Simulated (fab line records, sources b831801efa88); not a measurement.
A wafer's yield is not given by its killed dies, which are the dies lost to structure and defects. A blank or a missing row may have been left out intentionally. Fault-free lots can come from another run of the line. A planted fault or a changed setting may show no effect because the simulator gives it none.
What tool caused it? / flow gf180mcu / 7 lots, 21 wafers sampled, at 3 steps of a route of 602

## WHAT THE GAUGES SHOWED, per wafer
GF_M3_THK_MEAS_06: measures by xrf.
lot=L909; measured=day 20 17:54; on=filmMetro-01; M3_ALCU_THK (nm)=454 453 448
lot=L911; measured=day 22 02:30; on=filmMetro-01; M3_ALCU_THK (nm)=449 446 454
lot=L916; measured=day 23 10:16; on=filmMetro-03; M3_ALCU_THK (nm)=451 443 451
lot=L918; measured=day 24 08:34; on=filmMetro-03; M3_ALCU_THK (nm)=454 457 457
lot=L920; measured=day 24 23:22; on=filmMetro-03; M3_ALCU_THK (nm)=441 447 448
lot=L927; measured=day 27 03:16; on=filmMetro-01; M3_ALCU_THK (nm)=507 510 506
lot=L929; measured=day 27 13:50; on=filmMetro-02; M3_ALCU_THK (nm)=505 496 496

## TOOL THAT RAN EACH LOT (tool first, then ch and the chambers of the sampled wafers, then the start)
lot=L909; GF_M2_METAL_ETCH_16=rieMetal-01 ch 0, day 19 14:33; GF_M3_SPUTTER_04=pvdSputter-03, day 20 17:44
lot=L911; GF_M2_METAL_ETCH_16=rieMetal-03 ch 0,1, day 21 00:04; GF_M3_SPUTTER_04=pvdSputter-02, day 22 02:20
lot=L916; GF_M2_METAL_ETCH_16=rieMetal-04 ch 0,1, day 22 07:56; GF_M3_SPUTTER_04=pvdSputter-04, day 23 10:05
lot=L918; GF_M2_METAL_ETCH_16=rieMetal-01 ch 0,1, day 23 06:41; GF_M3_SPUTTER_04=pvdSputter-03, day 24 08:23
lot=L920; GF_M2_METAL_ETCH_16=rieMetal-03 ch 0,1, day 23 22:48; GF_M3_SPUTTER_04=pvdSputter-02, day 24 23:11
lot=L927; GF_M2_METAL_ETCH_16=rieMetal-04 ch 0,1, day 26 03:06; GF_M3_SPUTTER_04=pvdSputter-02, day 27 03:07
lot=L929; GF_M2_METAL_ETCH_16=rieMetal-03 ch 0,1, day 26 14:14; GF_M3_SPUTTER_04=pvdSputter-03, day 27 13:40
- GF_M2_METAL_ETCH_16: etches the open film in Cl2/BCl3, stops on SiO2, target depth 627.5 nm, time 104.6 s.
- GF_M3_SPUTTER_04: material TiN, target thk 50 nm, time 41.7 s.

## THE ANSWER, worked out from the rows above alone
Rule: usual is defined by the lots themselves. Put in order of their means at a reading, lots are off if they are a third of the lots or fewer, leave a main group of 4 or more, and stand apart from it by a gap of 3 or more times the standard deviation of the main group's means; of several such gaps the widest counts. If all means in a main group match to the digits the tables above print for the reading, that group is not used. Also off: a lot with no number at a reading for which 4 or more lots have one. Any other lot the step has rows for is counted as sound.
Off: at GF_M3_THK_MEAS_06 (M3_ALCU_THK), L927, L929. Main group: mean 450 nm, sd 3.6.
A tool fits if, at a process step before that reading, it ran every lot that is off, and no sound lot after the first of them. The gauges at GF_M3_THK_MEAS_06 are tried like those tools. Not one of the candidates tried fits.

## WHAT THE SIMULATOR HAD PUT IN
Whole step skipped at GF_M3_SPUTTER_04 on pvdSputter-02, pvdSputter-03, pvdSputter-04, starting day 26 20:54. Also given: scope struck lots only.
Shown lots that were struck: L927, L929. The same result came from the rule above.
